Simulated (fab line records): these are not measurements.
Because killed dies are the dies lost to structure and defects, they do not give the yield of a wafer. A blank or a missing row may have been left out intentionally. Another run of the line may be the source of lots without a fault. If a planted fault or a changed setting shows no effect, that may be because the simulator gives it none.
Matching of chambers / flow gf180mcu / GF_STI_ETCH_14 on rie-si-01: 4 sister chambers
The step etches Si in HBr/Cl2/O2, target depth 360 nm, time 102.9 s. 8 wafers are shown with their chamber, then 7 later ones without.

== WAFERS WITH THEIR CHAMBER ==
wafer=L592.3; chamber=2; drypump-motor-current-A (A)=6.02; oes-product-au (a.u.)=0.983
wafer=L593.2; chamber=1; drypump-motor-current-A (A)=6.07; oes-product-au (a.u.)=1.008
wafer=L594.2; chamber=3; drypump-motor-current-A (A)=5.66; oes-product-au (a.u.)=0.996
wafer=L595.2; chamber=2; drypump-motor-current-A (A)=6.04; oes-product-au (a.u.)=0.986
wafer=L595.3; chamber=0; drypump-motor-current-A (A)=6.05; oes-product-au (a.u.)=1.000
wafer=L595.6; chamber=1; drypump-motor-current-A (A)=6.10; oes-product-au (a.u.)=1.006
wafer=L597.2; chamber=3; drypump-motor-current-A (A)=5.65; oes-product-au (a.u.)=0.987
wafer=L597.3; chamber=0; drypump-motor-current-A (A)=6.04; oes-product-au (a.u.)=1.012

== WAFERS WHOSE CHAMBER IS MISSING ==
wafer=L597.6; drypump-motor-current-A (A)=6.02; oes-product-au (a.u.)=1.018
wafer=L598.1; drypump-motor-current-A (A)=5.67; oes-product-au (a.u.)=0.979
wafer=L598.3; drypump-motor-current-A (A)=6.02; oes-product-au (a.u.)=0.987
wafer=L598.4; drypump-motor-current-A (A)=6.10; oes-product-au (a.u.)=1.010
wafer=L601.3; drypump-motor-current-A (A)=6.13; oes-product-au (a.u.)=1.007
wafer=L601.4; drypump-motor-current-A (A)=5.69; oes-product-au (a.u.)=0.994
wafer=L601.6; drypump-motor-current-A (A)=5.69; oes-product-au (a.u.)=0.993

== WHICH CHAMBER EACH ONE RAN IN ==
wafer=L597.6; from the rows above=0; in truth=0
wafer=L598.1; from the rows above=3; in truth=3
wafer=L598.3; from the rows above=2; in truth=2
wafer=L598.4; from the rows above=1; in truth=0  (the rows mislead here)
wafer=L601.3; from the rows above=1; in truth=1
wafer=L601.4; from the rows above=3; in truth=3
wafer=L601.6; from the rows above=3; in truth=3
Placed correctly: 6 of 7. From these rows, 0 cannot be placed. 1 placed wrongly.
How it was worked out, from the rows above alone: a wafer's distance from a chamber is the root of the sum, over the readings, of the square of ((its reading less the chamber's mean) divided by the reading's scatter). If the next closest chamber is less than 2 further off than the closest, the wafer can't be placed; otherwise it belongs to the closest. Each chamber's mean is taken over the wafers shown for it. The scatter: the root of (the sum of the squares of (reading less its chamber's mean) over the shown wafers, divided by (wafers less chambers)).
